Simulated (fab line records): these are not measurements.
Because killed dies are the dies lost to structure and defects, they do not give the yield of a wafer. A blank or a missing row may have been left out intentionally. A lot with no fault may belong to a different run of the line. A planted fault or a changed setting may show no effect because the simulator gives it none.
2 desks looking at one fault ; flow sfq_line ; every desk sees just its own numbers, and what lay behind them comes last

## FROM THE METROLOGY DESK
Lot by lot, what the gauges showed, no matter which tool ran the lot: averages of those sampled wafers that carry a number. A lot is out of limits, marked OUT, if its mean lies more than 4 standard deviations from the usual mean; the brackets give that distance.
Columns: A = I1_BOW at SFQ_I1_BOW_MEAS_912, usual 2 um
lot;first seen here;A
L325;day 21 07:05;6
L326;day 21 13:04;4
L330;day 23 13:58;-1
L331;day 25 03:40;2
L332;day 25 15:10;1
L333;day 25 21:50;0
L335;day 26 23:10;3
L339;day 27 06:21;-2
L342;day 27 12:25;-2
L344;day 27 15:25;-8
L346;day 27 18:21;5
L348;day 28 00:21;4
This desk's finding: nothing out of limits on any of the 12 lots.

## THE TOOL OWNER'S DESK: cmp-01
The tool's own readings at SFQ_TRILAYER_I1_CMP_CMP_046 (polishes SiO2): means of the sampled wafers that have a number, for each lot that ran on this tool. A lot is out of limits, marked OUT, if its mean lies more than 4 standard deviations from the usual mean; the brackets give that distance.
Columns: A = motor_current_A at SFQ_TRILAYER_I1_CMP_CMP_046, usual 10.4 A; B = platen_rpm at SFQ_TRILAYER_I1_CMP_CMP_046, usual 60.00 rpm; C = time_to_endpoint_s at SFQ_TRILAYER_I1_CMP_CMP_046, usual 217 s
lot;first seen here;A;B;C
L325;day 21 04:04;10.3;60.00;216
L326;day 21 10:04;10.2;59.98;212
L331;day 25 00:40;10.0;59.96;222
L332;day 25 12:40;10.0;60.01;220
L333;day 25 18:50;10.4;60.03;214
L335;day 26 20:39;11.3;60.00;203
This desk's finding: nothing out of limits on any of the 6 lots.

## BROUGHT TOGETHER
Metrology desk: nothing out of limits seen.
The desk of the tool owner found nothing out of limits.

## WHAT HAD BEEN PUT IN BY THE SIMULATOR
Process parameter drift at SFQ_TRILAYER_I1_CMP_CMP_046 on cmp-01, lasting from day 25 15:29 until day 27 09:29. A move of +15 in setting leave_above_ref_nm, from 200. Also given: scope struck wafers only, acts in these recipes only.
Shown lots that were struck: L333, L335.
